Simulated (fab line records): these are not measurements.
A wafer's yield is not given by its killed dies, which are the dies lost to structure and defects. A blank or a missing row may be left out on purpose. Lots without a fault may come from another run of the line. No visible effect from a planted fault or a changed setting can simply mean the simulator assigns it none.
Which tool is to blame? || flow sky130 || Sampling: 10 lots, 30 wafers, 5 of 708 route steps

## WHAT EACH GAUGE READ, for each wafer
SKY_POLY_GATE_THK_MEAS_01. Usual: for POLY_GATE_CVD_00_THK the level is 180.6 nm and the standard deviation is 1.6.
{"lot": "L161", "measured": "day 15 23:50", "on": "film-metro-02", "POLY_GATE_CVD_00_THK (nm)": "180.6 181.3 178.7", "flag": ""}
{"lot": "L163", "measured": "day 16 16:43", "on": "film-metro-04", "POLY_GATE_CVD_00_THK (nm)": "179.5 180.6 179.2", "flag": ""}
{"lot": "L165", "measured": "day 16 19:30", "on": "film-metro-02", "POLY_GATE_CVD_00_THK (nm)": "180.3 181.1 178.9", "flag": ""}
{"lot": "L166", "measured": "day 17 18:04", "on": "film-metro-04", "POLY_GATE_CVD_00_THK (nm)": "179.7 179.5 179.1", "flag": ""}
{"lot": "L167", "measured": "day 18 01:02", "on": "film-metro-03", "POLY_GATE_CVD_00_THK (nm)": "181.0 179.7 180.5", "flag": ""}
{"lot": "L170", "measured": "day 18 11:55", "on": "film-metro-02", "POLY_GATE_CVD_00_THK (nm)": "144.2 142.8 142.8", "flag": "OFF"}
{"lot": "L171", "measured": "day 19 07:56", "on": "film-metro-02", "POLY_GATE_CVD_00_THK (nm)": "141.9 141.9 143.1", "flag": "OFF"}
{"lot": "L179", "measured": "day 21 15:35", "on": "film-metro-03", "POLY_GATE_CVD_00_THK (nm)": "177.6 179.4 179.0", "flag": ""}
{"lot": "L180", "measured": "day 21 18:32", "on": "film-metro-02", "POLY_GATE_CVD_00_THK (nm)": "180.3 178.9 178.1", "flag": ""}
{"lot": "L181", "measured": "day 22 01:31", "on": "film-metro-04", "POLY_GATE_CVD_00_THK (nm)": "182.5 182.3 182.0", "flag": ""}

SKY_CONTACT_BOW_MEAS_05. Usual: for CONTACT_BOW the level is 81 um and the standard deviation is 6.7.
{"lot": "L161", "measured": "day 32 06:59", "on": "film-metro-01", "CONTACT_BOW (um)": "83 81 77", "flag": ""}
{"lot": "L163", "measured": "day 33 01:36", "on": "film-metro-03", "CONTACT_BOW (um)": "70 85 79", "flag": ""}
{"lot": "L165", "measured": "day 33 09:45", "on": "film-metro-03", "CONTACT_BOW (um)": "72 84 72", "flag": ""}
{"lot": "L166", "measured": "day 34 02:11", "on": "film-metro-03", "CONTACT_BOW (um)": "86 88 90", "flag": ""}
{"lot": "L167", "measured": "day 34 11:01", "on": "film-metro-02", "CONTACT_BOW (um)": "80 83 81", "flag": ""}
{"lot": "L170", "measured": "day 34 19:10", "on": "film-metro-02", "CONTACT_BOW (um)": "80 87 85", "flag": ""}
{"lot": "L171", "measured": "day 35 14:40", "on": "film-metro-02", "CONTACT_BOW (um)": "88 83 91", "flag": ""}
{"lot": "L179", "measured": "day 37 16:30", "on": "film-metro-02", "CONTACT_BOW (um)": "82 92 80", "flag": ""}
{"lot": "L180", "measured": "day 37 16:48", "on": "film-metro-02", "CONTACT_BOW (um)": "73 82 75", "flag": ""}
{"lot": "L181", "measured": "day 37 18:44", "on": "film-metro-03", "CONTACT_BOW (um)": "72 94 84", "flag": ""}

## WHICH TOOL RAN EACH LOT (tool, then ch and the chambers of the sampled wafers, then the start)
{"lot": "L161", "SKY_POLY_GATE_CVD_00": "lpcvd-01 ch 1, day 15 22:38", "SKY_POLY_GATE_ETCH_17": "rie-si-01 ch 0,1,2, day 18 11:30", "SKY_RES_XHIGH_STRIP_08": "plasma-asher-01 ch 0,1, day 28 14:34"}
{"lot": "L163", "SKY_POLY_GATE_CVD_00": "lpcvd-01 ch 1, day 16 13:59", "SKY_POLY_GATE_ETCH_17": "rie-si-01 ch 2,3, day 19 05:49", "SKY_RES_XHIGH_STRIP_08": "plasma-asher-02 ch 0,1, day 29 10:02"}
{"lot": "L165", "SKY_POLY_GATE_CVD_00": "lpcvd-01 ch 0, day 16 17:41", "SKY_POLY_GATE_ETCH_17": "rie-si-01 ch 0,1,3, day 19 09:30", "SKY_RES_XHIGH_STRIP_08": "plasma-asher-01 ch 1, day 29 18:35"}
{"lot": "L166", "SKY_POLY_GATE_CVD_00": "lpcvd-01 ch 1, day 17 16:50", "SKY_POLY_GATE_ETCH_17": "rie-si-02 ch 0,1,3, day 20 10:13", "SKY_RES_XHIGH_STRIP_08": "plasma-asher-03 ch 0,1, day 30 11:49"}
{"lot": "L167", "SKY_POLY_GATE_CVD_00": "lpcvd-01 ch 0, day 17 23:50", "SKY_POLY_GATE_ETCH_17": "rie-si-01 ch 0,1,2, day 20 17:19", "SKY_RES_XHIGH_STRIP_08": "plasma-asher-02 ch 0,1, day 30 21:23"}
{"lot": "L170", "SKY_POLY_GATE_CVD_00": "lpcvd-01 ch 1, day 18 10:41", "SKY_POLY_GATE_ETCH_17": "rie-si-01 ch 2,3, day 21 03:16", "SKY_RES_XHIGH_STRIP_08": "plasma-asher-01 ch 0,1, day 31 05:08"}
{"lot": "L171", "SKY_POLY_GATE_CVD_00": "lpcvd-01 ch 0, day 19 06:44", "SKY_POLY_GATE_ETCH_17": "rie-si-02 ch 1,3, day 21 23:49", "SKY_RES_XHIGH_STRIP_08": "plasma-asher-03 ch 0,1, day 32 03:35"}
{"lot": "L179", "SKY_POLY_GATE_CVD_00": "lpcvd-01 ch 1, day 21 14:23", "SKY_POLY_GATE_ETCH_17": "rie-si-01 ch 0,2, day 24 10:41", "SKY_RES_XHIGH_STRIP_08": "plasma-asher-02 ch 0,1, day 34 06:07"}
{"lot": "L180", "SKY_POLY_GATE_CVD_00": "lpcvd-01 ch 1, day 21 17:20", "SKY_POLY_GATE_ETCH_17": "rie-si-02 ch 1,2, day 24 10:20", "SKY_RES_XHIGH_STRIP_08": "plasma-asher-01 ch 0,1, day 34 06:11"}
{"lot": "L181", "SKY_POLY_GATE_CVD_00": "lpcvd-01 ch 1, day 22 00:19", "SKY_POLY_GATE_ETCH_17": "rie-si-02 ch 0,1,3, day 24 16:46", "SKY_RES_XHIGH_STRIP_08": "plasma-asher-03 ch 0,1, day 34 06:29"}
- SKY_POLY_GATE_CVD_00: deposits poly-Si, target thk 180 nm, time 720 s.
- SKY_POLY_GATE_ETCH_17: etches poly-Si in HBr/Cl2, stops on SiO2, target depth 180 nm, time 70.5 s.
- SKY_RES_XHIGH_STRIP_08: strips in O2/N2.

## WHAT THE TOOLS THEMSELVES READ (means of the sampled wafers that have a number; where no wafer has one, the mark that the record gives instead)
SKY_POLY_GATE_CVD_00. Usual: spike-tc-bottom-C 637.6 C, standard deviation 1.9; spike-tc-centre-C 620.4 C, standard deviation 1.2; spike-tc-lower-C 621.3 C, standard deviation 1.1; spike-tc-top-C 638.9 C, standard deviation 1.1; spike-tc-upper-C 619.6 C, standard deviation 1.6; susceptor-temp-C 620.02 C, standard deviation 0.25.
{"lot": "L161", "tool": "lpcvd-01", "spike-tc-bottom-C (C)": 639.3, "spike-tc-centre-C (C)": 621.5, "spike-tc-lower-C (C)": 621.7, "spike-tc-top-C (C)": 639.2, "spike-tc-upper-C (C)": 617.9, "susceptor-temp-C (C)": 619.80, "flag": ""}
{"lot": "L163", "tool": "lpcvd-01", "spike-tc-bottom-C (C)": 639.0, "spike-tc-centre-C (C)": 620.7, "spike-tc-lower-C (C)": 621.9, "spike-tc-top-C (C)": 638.5, "spike-tc-upper-C (C)": 619.1, "susceptor-temp-C (C)": 620.04, "flag": ""}
{"lot": "L165", "tool": "lpcvd-01", "spike-tc-bottom-C (C)": 636.7, "spike-tc-centre-C (C)": 620.7, "spike-tc-lower-C (C)": 621.1, "spike-tc-top-C (C)": 639.2, "spike-tc-upper-C (C)": 621.9, "susceptor-temp-C (C)": 619.70, "flag": ""}
{"lot": "L166", "tool": "lpcvd-01", "spike-tc-bottom-C (C)": 639.5, "spike-tc-centre-C (C)": 620.8, "spike-tc-lower-C (C)": 621.3, "spike-tc-top-C (C)": 638.8, "spike-tc-upper-C (C)": 619.2, "susceptor-temp-C (C)": 619.96, "flag": ""}
{"lot": "L167", "tool": "lpcvd-01", "spike-tc-bottom-C (C)": 636.2, "spike-tc-centre-C (C)": 619.8, "spike-tc-lower-C (C)": 620.6, "spike-tc-top-C (C)": 639.9, "spike-tc-upper-C (C)": 621.4, "susceptor-temp-C (C)": 619.93, "flag": ""}
{"lot": "L170", "tool": "lpcvd-01", "spike-tc-bottom-C (C)": 628.6, "spike-tc-centre-C (C)": 610.1, "spike-tc-lower-C (C)": 612.1, "spike-tc-top-C (C)": 628.9, "spike-tc-upper-C (C)": 608.1, "susceptor-temp-C (C)": 610.16, "flag": "OFF"}
{"lot": "L171", "tool": "lpcvd-01", "spike-tc-bottom-C (C)": 627.8, "spike-tc-centre-C (C)": 610.3, "spike-tc-lower-C (C)": 610.1, "spike-tc-top-C (C)": 630.7, "spike-tc-upper-C (C)": 611.6, "susceptor-temp-C (C)": 610.51, "flag": "OFF"}
{"lot": "L179", "tool": "lpcvd-01", "spike-tc-bottom-C (C)": 639.7, "spike-tc-centre-C (C)": 620.4, "spike-tc-lower-C (C)": 620.8, "spike-tc-top-C (C)": 638.9, "spike-tc-upper-C (C)": 619.1, "susceptor-temp-C (C)": 620.36, "flag": ""}
{"lot": "L180", "tool": "lpcvd-01", "spike-tc-bottom-C (C)": 638.4, "spike-tc-centre-C (C)": 620.8, "spike-tc-lower-C (C)": 621.5, "spike-tc-top-C (C)": 639.8, "spike-tc-upper-C (C)": 618.7, "susceptor-temp-C (C)": 620.01, "flag": ""}
{"lot": "L181", "tool": "lpcvd-01", "spike-tc-bottom-C (C)": 639.3, "spike-tc-centre-C (C)": 621.4, "spike-tc-lower-C (C)": 620.8, "spike-tc-top-C (C)": 638.5, "spike-tc-upper-C (C)": 619.3, "susceptor-temp-C (C)": 619.85, "flag": ""}

SKY_POLY_GATE_ETCH_17. Usual: drypump-motor-current-A 5.6 A, standard deviation 0.46; mfc-cl2-sccm 50.03 sccm, standard deviation 0.16; oes-product-au 0.989 a.u., standard deviation 0.006; throttle-valve-pct 33.684 %, standard deviation 0.0095.
{"lot": "L161", "tool": "rie-si-01", "drypump-motor-current-A (A)": 5.6, "mfc-cl2-sccm (sccm)": 50.04, "oes-product-au (a.u.)": 0.990, "throttle-valve-pct (%)": 33.687, "flag": ""}
{"lot": "L163", "tool": "rie-si-01", "drypump-motor-current-A (A)": 5.6, "mfc-cl2-sccm (sccm)": 50.07, "oes-product-au (a.u.)": 0.985, "throttle-valve-pct (%)": 33.685, "flag": ""}
{"lot": "L165", "tool": "rie-si-01", "drypump-motor-current-A (A)": 5.8, "mfc-cl2-sccm (sccm)": 50.00, "oes-product-au (a.u.)": 0.993, "throttle-valve-pct (%)": 33.673, "flag": ""}
{"lot": "L166", "tool": "rie-si-02", "drypump-motor-current-A (A)": 5.4, "mfc-cl2-sccm (sccm)": 50.06, "oes-product-au (a.u.)": 0.982, "throttle-valve-pct (%)": 33.679, "flag": ""}
{"lot": "L167", "tool": "rie-si-01", "drypump-motor-current-A (A)": 5.6, "mfc-cl2-sccm (sccm)": 50.04, "oes-product-au (a.u.)": 0.989, "throttle-valve-pct (%)": 33.678, "flag": ""}
{"lot": "L170", "tool": "rie-si-01", "drypump-motor-current-A (A)": 5.6, "mfc-cl2-sccm (sccm)": 50.13, "oes-product-au (a.u.)": 0.849, "throttle-valve-pct (%)": 33.681, "flag": "OFF"}
{"lot": "L171", "tool": "rie-si-02", "drypump-motor-current-A (A)": 5.5, "mfc-cl2-sccm (sccm)": 50.10, "oes-product-au (a.u.)": 0.844, "throttle-valve-pct (%)": 33.691, "flag": "OFF"}
{"lot": "L179", "tool": "rie-si-01", "drypump-motor-current-A (A)": 5.3, "mfc-cl2-sccm (sccm)": 50.13, "oes-product-au (a.u.)": 0.982, "throttle-valve-pct (%)": 33.678, "flag": ""}
{"lot": "L180", "tool": "rie-si-02", "drypump-motor-current-A (A)": 6.1, "mfc-cl2-sccm (sccm)": 49.94, "oes-product-au (a.u.)": 0.985, "throttle-valve-pct (%)": 33.686, "flag": ""}
{"lot": "L181", "tool": "rie-si-02", "drypump-motor-current-A (A)": 5.4, "mfc-cl2-sccm (sccm)": 50.09, "oes-product-au (a.u.)": 0.992, "throttle-valve-pct (%)": 33.687, "flag": ""}

SKY_RES_XHIGH_STRIP_08. Usual: drypump-motor-current-A 5.77 A, standard deviation 0.17; oes-product-au 0.711 a.u., standard deviation 0.0044; strip-time-to-endpoint-s 14.28 s, standard deviation 0.038.
{"lot": "L161", "tool": "plasma-asher-01", "drypump-motor-current-A (A)": 5.81, "oes-product-au (a.u.)": 0.708, "strip-time-to-endpoint-s (s)": 14.30, "flag": ""}
{"lot": "L163", "tool": "plasma-asher-02", "drypump-motor-current-A (A)": 5.78, "oes-product-au (a.u.)": 0.711, "strip-time-to-endpoint-s (s)": 14.28, "flag": ""}
{"lot": "L165", "tool": "plasma-asher-01", "drypump-motor-current-A (A)": 5.78, "oes-product-au (a.u.)": 0.710, "strip-time-to-endpoint-s (s)": 14.28, "flag": ""}
{"lot": "L166", "tool": "plasma-asher-03", "drypump-motor-current-A (A)": 5.72, "oes-product-au (a.u.)": 0.711, "strip-time-to-endpoint-s (s)": 14.29, "flag": ""}
{"lot": "L167", "tool": "plasma-asher-02", "drypump-motor-current-A (A)": 5.68, "oes-product-au (a.u.)": 0.709, "strip-time-to-endpoint-s (s)": 14.28, "flag": ""}
{"lot": "L170", "tool": "plasma-asher-01", "drypump-motor-current-A (A)": 5.79, "oes-product-au (a.u.)": 0.712, "strip-time-to-endpoint-s (s)": 14.28, "flag": ""}
{"lot": "L171", "tool": "plasma-asher-03", "drypump-motor-current-A (A)": 5.70, "oes-product-au (a.u.)": 0.713, "strip-time-to-endpoint-s (s)": 14.29, "flag": ""}
{"lot": "L179", "tool": "plasma-asher-02", "drypump-motor-current-A (A)": 5.76, "oes-product-au (a.u.)": 0.708, "strip-time-to-endpoint-s (s)": 14.24, "flag": ""}
{"lot": "L180", "tool": "plasma-asher-01", "drypump-motor-current-A (A)": 5.81, "oes-product-au (a.u.)": 0.714, "strip-time-to-endpoint-s (s)": 14.28, "flag": ""}
{"lot": "L181", "tool": "plasma-asher-03", "drypump-motor-current-A (A)": 5.73, "oes-product-au (a.u.)": 0.712, "strip-time-to-endpoint-s (s)": 14.23, "flag": ""}

## THE ANSWER, worked out from the rows above alone
Rule: lot off if the mean of its wafers having a number is beyond 3 standard deviations from the usual mean. Also off: a lot with no number at a reading for which 4 or more lots have one. Where the step has rows for the other lots, those lots are counted as sound. The gauges are gone through in route order, then the tools' own readings, and for those a lot's mean is taken as printed above. The first step at which some lot is off is used, and at that step the reading that is off furthest; a lot without a number counts as furthest.
Off: at SKY_POLY_GATE_THK_MEAS_01 (POLY_GATE_CVD_00_THK), L170, L171.
If a tool, at a process step before that reading, ran all the lots that are off and no sound lot after the first of them, it fits. The gauges at SKY_POLY_GATE_THK_MEAS_01 aren't tried: what is off there is off at SKY_POLY_GATE_CVD_00 too, on other tools, and a gauge's error can't cause that. Of those tried, none fits.

## WHAT WAS PUT IN BY THE SIMULATOR
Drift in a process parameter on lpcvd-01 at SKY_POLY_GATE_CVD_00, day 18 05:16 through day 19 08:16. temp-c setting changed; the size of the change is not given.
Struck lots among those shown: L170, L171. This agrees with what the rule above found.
